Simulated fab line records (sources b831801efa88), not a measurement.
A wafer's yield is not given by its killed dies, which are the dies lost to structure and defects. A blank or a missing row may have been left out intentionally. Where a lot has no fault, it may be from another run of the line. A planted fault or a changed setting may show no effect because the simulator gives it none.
Which tool was responsible? + flow gf180mcu + 14 lots, 42 wafers sampled, at 6 steps of a route of 602

## WHAT EACH GAUGE READ, for each wafer
GF_MVSD_TW_MEAS_11.
| lot  | measured     | on            | MVSD_TW        |
|------|--------------|---------------|----------------|
| L752 | day 4 14:44  | film metro-03 | 1558 1554 1559 |
| L753 | day 4 18:16  | film metro-03 | 1558 1565 1558 |
| L755 | day 5 05:07  | film metro-02 | 1574 1571 1590 |
| L756 | day 5 10:39  | film metro-02 | 1580 1574 1568 |
| L761 | day 6 14:46  | film metro-03 | 1569 1565 1561 |
| L762 | day 6 19:19  | film metro-04 | 1581 1585 1585 |
| L764 | day 7 08:42  | film metro-03 | 1497 1491 1489 |
| L765 | day 7 14:23  | film metro-02 | 1511 1509 1518 |
| L766 | day 7 20:16  | film metro-03 | 1560 1562 1560 |
| L768 | day 8 07:49  | film metro-02 | 1563 1566 1563 |
| L770 | day 8 17:33  | film metro-04 | 1585 1594 1592 |
| L773 | day 9 14:38  | film metro-04 | 1566 1570 1567 |
| L774 | day 9 18:01  | film metro-03 | 1580 1584 1589 |
| L775 | day 10 00:04 | film metro-02 | 1577 1588 1582 |

GF_VT_IMPLANT_RS_MEAS_46: the measuring method here is four-point-probe.
| lot  | measured     | on            | MVSD_RS (ohm/sq)  |
|------|--------------|---------------|-------------------|
| L752 | day 7 18:41  | film metro-04 | 455.5 456.6 457.1 |
| L753 | day 7 22:20  | film metro-02 | 456.6 457.2 457.1 |
| L755 | day 8 10:34  | film metro-02 | 456.1 456.1 456.9 |
| L756 | day 8 16:58  | film metro-02 | 454.8 456.7 456.5 |
| L761 | day 10 00:52 | film metro-03 | 454.9 455.2 457.2 |
| L762 | day 10 07:29 | film metro-03 | 457.2 456.1 456.6 |
| L764 | day 10 22:08 | film metro-03 | - - -             |
| L765 | day 11 04:51 | film metro-04 | - - -             |
| L766 | day 11 11:58 | film metro-02 | 454.6 456.2 456.0 |
| L768 | day 12 00:01 | film metro-04 | 457.4 456.7 456.9 |
| L770 | day 12 12:13 | film metro-03 | 455.8 455.0 454.1 |
| L773 | day 13 11:37 | film metro-02 | 457.1 457.7 458.5 |
| L774 | day 13 15:49 | film metro-03 | 456.1 456.1 454.4 |
| L775 | day 13 23:01 | film metro-04 | 454.9 455.6 455.2 |

GF_M2_OVL_MEAS_15.
| lot  | measured     | on         | M2_OVL (nm) |
|------|--------------|------------|-------------|
| L752 | day 19 08:31 | overlay-01 | -4 -10 -5   |
| L753 | day 19 13:11 | overlay-01 | -7 5 -3     |
| L755 | day 20 09:44 | overlay-01 | 9 8 0       |
| L756 | day 20 18:23 | overlay-02 | 4 7 9       |
| L761 | day 22 09:56 | overlay-01 | 4 -2 -2     |
| L762 | day 23 00:29 | overlay-01 | 4 3 -2      |
| L766 | day 24 05:59 | overlay-02 | -7 3 -13    |
| L768 | day 25 01:53 | overlay-01 | 7 11 1      |
| L770 | day 26 00:17 | overlay-01 | -6 -8 -6    |
| L773 | day 26 19:17 | overlay-01 | 5 9 3       |
| L774 | day 26 23:28 | overlay-01 | -6 5 -2     |
| L775 | day 27 00:23 | overlay-02 | -1 8 4      |

GF_V2_THK_MEAS_01.
| lot  | measured     | on            | V2_CVD_00_THK (nm) |
|------|--------------|---------------|--------------------|
| L752 | day 19 09:17 | film metro-04 | 599 600 601        |
| L753 | day 19 13:57 | film metro-02 | 606 611 603        |
| L755 | day 20 10:33 | film metro-02 | 604 604 602        |
| L756 | day 20 19:11 | film metro-04 | 595 600 593        |
| L761 | day 22 10:45 | film metro-04 | 607 604 617        |
| L762 | day 23 01:16 | film metro-03 | 592 600 605        |
| L766 | day 24 06:47 | film metro-04 | 605 601 594        |
| L768 | day 25 02:44 | film metro-03 | 604 596 599        |
| L770 | day 26 01:05 | film metro-03 | 594 592 596        |
| L773 | day 26 20:07 | film metro-03 | 588 594 597        |
| L774 | day 27 00:14 | film metro-03 | 597 603 607        |
| L775 | day 27 01:11 | film metro-03 | 596 607 599        |

## TOOL THAT RAN EACH LOT (tool first, then ch and the chambers of the sampled wafers, then the start)
| lot  | GF_MVSD_IMPLANT_09             | GF_M1_STRIP_17                       |
|------|--------------------------------|--------------------------------------|
| L752 | implanter-02 ch 0, day 4 14:29 | plasma asher-02 ch 0,1, day 17 05:51 |
| L753 | implanter-02 ch 0, day 4 18:02 | plasma asher-04 ch 0,1, day 17 10:26 |
| L755 | implanter-02 ch 0, day 5 04:53 | plasma asher-02 ch 0,1, day 18 06:33 |
| L756 | implanter-02 ch 0, day 5 10:24 | plasma asher-04 ch 0,1, day 18 14:15 |
| L761 | implanter-01 ch 0, day 6 14:33 | plasma asher-02 ch 0,1, day 20 07:50 |
| L762 | implanter-02 ch 0, day 6 19:05 | plasma asher-04 ch 0,1, day 20 22:59 |
| L764 | implanter-02, day 7 08:28      | -                                    |
| L765 | implanter-01, day 7 14:08      | -                                    |
| L766 | implanter-04 ch 0, day 7 20:02 | plasma asher-03 ch 0, day 22 05:50   |
| L768 | implanter-01 ch 0, day 8 07:35 | plasma asher-03 ch 0,1, day 22 22:26 |
| L770 | implanter-04 ch 0, day 8 17:19 | plasma asher-04 ch 0,1, day 24 01:51 |
| L773 | implanter-02 ch 0, day 9 14:23 | plasma asher-02 ch 0,1, day 24 22:53 |
| L774 | implanter-02 ch 0, day 9 17:47 | plasma asher-03 ch 0,1, day 25 02:00 |
| L775 | implanter-02 ch 0, day 9 23:50 | plasma asher-03 ch 0,1, day 25 03:50 |
- GF_MVSD_IMPLANT_09
- GF_M1_STRIP_17: strips in O2/N2.

## AS READ BY THE TOOLS THEMSELVES (means over the sampled wafers that have a number; for cases with no such wafer, the mark the record gives instead)
GF_MVSD_IMPLANT_09.
| lot  | tool         | beam energy keV | beam on s (s) |
|------|--------------|-----------------|---------------|
| L752 | implanter-02 | 99.95           | 10.01         |
| L753 | implanter-02 | 100.02          | 10.12         |
| L755 | implanter-02 | 99.96           | 10.13         |
| L756 | implanter-02 | 100.02          | 9.88          |
| L761 | implanter-01 | 99.98           | 10.15         |
| L762 | implanter-02 | 100.01          | 10.01         |
| L764 | implanter-02 | -               | -             |
| L765 | implanter-01 | -               | -             |
| L766 | implanter-04 | 99.99           | 9.77          |
| L768 | implanter-01 | 99.98           | 9.95          |
| L770 | implanter-04 | 99.98           | 9.90          |
| L773 | implanter-02 | 100.01          | 10.10         |
| L774 | implanter-02 | 100.01          | 9.83          |
| L775 | implanter-02 | 99.98           | 9.92          |

GF_M1_STRIP_17.
| lot  | tool            | drypump motor current A (A) | heater power w (W) | oes product au (a.u.) | platen temp c (C) | strip time to endpoint s (s) |
|------|-----------------|-----------------------------|--------------------|-----------------------|-------------------|------------------------------|
| L752 | plasma asher-02 | 5.8                         | 345                | 0.537                 | 249.89            | 7.36                         |
| L753 | plasma asher-04 | 5.6                         | 318                | 0.547                 | 249.92            | 7.43                         |
| L755 | plasma asher-02 | 5.8                         | 348                | 0.537                 | 249.98            | 7.38                         |
| L756 | plasma asher-04 | 5.6                         | 316                | 0.537                 | 249.90            | 7.37                         |
| L761 | plasma asher-02 | 5.8                         | 350                | 0.540                 | 250.05            | 7.45                         |
| L762 | plasma asher-04 | 5.6                         | 311                | 0.541                 | 250.04            | 7.43                         |
| L766 | plasma asher-03 | 4.9                         | 345                | 0.535                 | 249.80            | 7.38                         |
| L768 | plasma asher-03 | 5.2                         | 331                | 0.544                 | 250.17            | 7.46                         |
| L770 | plasma asher-04 | 5.6                         | 315                | 0.539                 | 249.98            | 7.40                         |
| L773 | plasma asher-02 | 5.9                         | 349                | 0.534                 | 250.06            | 7.45                         |
| L774 | plasma asher-03 | 5.1                         | 331                | 0.534                 | 249.89            | 7.38                         |
| L775 | plasma asher-03 | 5.2                         | 331                | 0.540                 | 249.99            | 7.41                         |

## THE ANSWER, worked out from the rows above alone
Rule: usual is defined by the lots themselves. Put in order of their means at a reading, lots are off if they are a third of the lots or fewer, leave a main group of 4 or more, and stand apart from it by a gap of 3 or more times the standard deviation of the main group's means; of several such gaps the widest counts. Not used: any main group whose means are identical at the precision the tables above print for the reading. Also off: a lot with no number at a reading for which 4 or more lots have one. All remaining lots with rows at the step are treated as sound. Order of review: gauges by route order, followed by the tools' own readings, for which a lot's mean as printed above is used. At the first step where some lot is off, the reading lying furthest off is the one used; lots without a number count as furthest.
Off: L764, L765, seen at GF_MVSD_TW_MEAS_11 (MVSD_TW). Mean 1572 and standard deviation 11 in the main group.
A tool fits if, at a process step before that reading, it ran every lot that is off, and no sound lot after the first of them. The gauges at GF_MVSD_TW_MEAS_11 aren't tried: what is off there is off at GF_MVSD_IMPLANT_09 too, on other tools, and a gauge's error can't cause that. Of those tried, none fits.

## WHAT WAS PUT IN BY THE SIMULATOR
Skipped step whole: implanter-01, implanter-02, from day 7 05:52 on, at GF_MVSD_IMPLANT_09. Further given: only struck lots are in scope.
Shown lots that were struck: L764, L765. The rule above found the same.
